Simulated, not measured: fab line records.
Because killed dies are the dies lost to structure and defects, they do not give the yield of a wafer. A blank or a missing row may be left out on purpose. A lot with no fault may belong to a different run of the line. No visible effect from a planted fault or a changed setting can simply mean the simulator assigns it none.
Split-lot experiment | flow sky130 | route with 708 steps; 5 lots, 23 wafers read

## THE SPLIT ITSELF
At SKY_LDD_HVN_COAT_02 (resist thk 300 nm), the setting spin-rpm was moved away from the recipe's 3000 rpm on 7 of the 23 wafers read, by -7.3% to +7.1%. This setting was run at the recipe's value on the other wafers.

The split's own step is where the reading is taken.

## THE READING
NOVOLAK_of_LDD_HVN_COAT_02.thk-nm (the simulator's own value, which no gauge read), in nm, at SKY_LDD_HVN_COAT_02 (resist thk 300 nm). No usual value for it is given in the file. Average 299.8 nm, standard deviation 0.89 nm, over the 16 wafers here run with the recipe.

wafer  | tool, chamber at the split | spin-rpm as run, rpm | against the recipe | NOVOLAK_of_LDD_HVN_COAT_02.thk-nm, nm | against lot-mates on the recipe
L077.1 | litho-track-03, 0          | 3000                 | recipe             | 299.8                                 | -
L077.2 | litho-track-03, 0          | 3000                 | recipe             | 299.5                                 | -
L077.3 | litho-track-03, 0          | 3000                 | recipe             | 299.9                                 | -
L077.5 | litho-track-03, 0          | 3000                 | recipe             | 300.8                                 | -
L077.6 | litho-track-03, 0          | 3000                 | recipe             | 300                                   | -
L080.2 | litho-track-02, 0          | 3000                 | recipe             | 300.2                                 | -
L080.4 | litho-track-02, 0          | 3000                 | recipe             | 299.8                                 | -
L080.5 | litho-track-02, 0          | 3000                 | recipe             | 299.4                                 | -
L082.1 | litho-track-03, 0          | 3000                 | recipe             | 300.9                                 | -
L082.3 | litho-track-03, 0          | 3000                 | recipe             | 300.7                                 | -
L082.4 | litho-track-03, 0          | 3181                 | +6.0%              | 292.2                                 | -8.5
L082.5 | litho-track-03, 0          | 3181                 | +6.0%              | 292.7                                 | -8.0
L082.6 | litho-track-03, 0          | 3000                 | recipe             | 300.4                                 | -
L084.1 | litho-track-01, 0          | 3000                 | recipe             | 298.4                                 | -
L084.2 | litho-track-01, 0          | 3000                 | recipe             | 298                                   | -
L084.3 | litho-track-01, 0          | 2780                 | -7.3%              | 310                                   | +11.8
L084.5 | litho-track-01, 0          | 2780                 | -7.3%              | 311                                   | +12.8
L084.6 | litho-track-01, 0          | 3000                 | recipe             | 298.3                                 | -
L085.1 | litho-track-03, 0          | 3214                 | +7.1%              | 289.7                                 | -10.7
L085.2 | litho-track-03, 0          | 3214                 | +7.1%              | 290.4                                 | -10.0
L085.3 | litho-track-03, 0          | 3000                 | recipe             | 299.7                                 | -
L085.4 | litho-track-03, 0          | 3000                 | recipe             | 301                                   | -
L085.5 | litho-track-03, 0          | 3214                 | +7.1%              | 289.6                                 | -10.8

FIT RESULTS
A straight line over all 23 wafers: NOVOLAK_of_LDD_HVN_COAT_02.thk-nm changes by -1.38 nm for each +1% of spin-rpm; r = -0.99; the points scatter about the line by 0.87 nm.
The same after taking each lot's own level away (the mean of its wafers on the recipe; 23 wafers): -1.52 nm for each +1%; r = -1.00; scatter 0.57 nm.
The reading moves by 11 nm for the largest change in spin-rpm, on that fit.
The lots' own levels span 298.23 to 300.67 nm, that is 2.7 times the standard deviation above.
Consequently the slope shifts little with the lot-to-lot level, the two slopes agreeing.
Check: with one of the wafers moved furthest among these (-7.3%) left out of the fit, the line predicts +11.3 nm for it against its lot-mates. It came out at +11.8 nm against them.

## FURTHER SPLITS ON THESE WAFERS
These wafers also went through other splits before the reading. Each is held against what the fit with the lots' levels taken away leaves over:
other split on the same wafers       | wafers away from the commonest value | r with NOVOLAK_of_LDD_HVN_COAT_02.thk-nm (lot level and that fit taken away)
SKY_RES_PROTECT_SOFTBAKE_03 temp-c   | 2                                    | +0.26
SKY_POLY_GATE_OXIDATION_20 ox-time-s | 18                                   | +0.03
SKY_LDD_N_IMPLANT_09 energy-kev      | 5                                    | -0.15
SKY_LDD_N_IMPLANT_14 energy-kev      | 10                                   | -0.15
SKY_LDD_P_IMPLANT_09 energy-kev      | 6                                    | +0.09

## THE WHOLE CHAIN: every reading that the file lists as answering this split, in the file's order
step                 | what it does      | reading                                                                            | change (the file's fit)              | r (the file's)
SKY_LDD_HVN_COAT_02  | resist thk 300 nm | NOVOLAK_of_LDD_HVN_COAT_02.thk-nm (the simulator's own value, which no gauge read) | -1.52 nm for each +1% of the setting | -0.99
SKY_LDD_HVN_STRIP_09 | strips in O2/N2   | strip-time-to-endpoint-s                                                           | withheld for each +1% of the setting | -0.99

## FILE'S OWN FIT
NOVOLAK_of_LDD_HVN_COAT_02.thk-nm changes by -1.52 nm for each +1% of spin-rpm, r = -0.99.
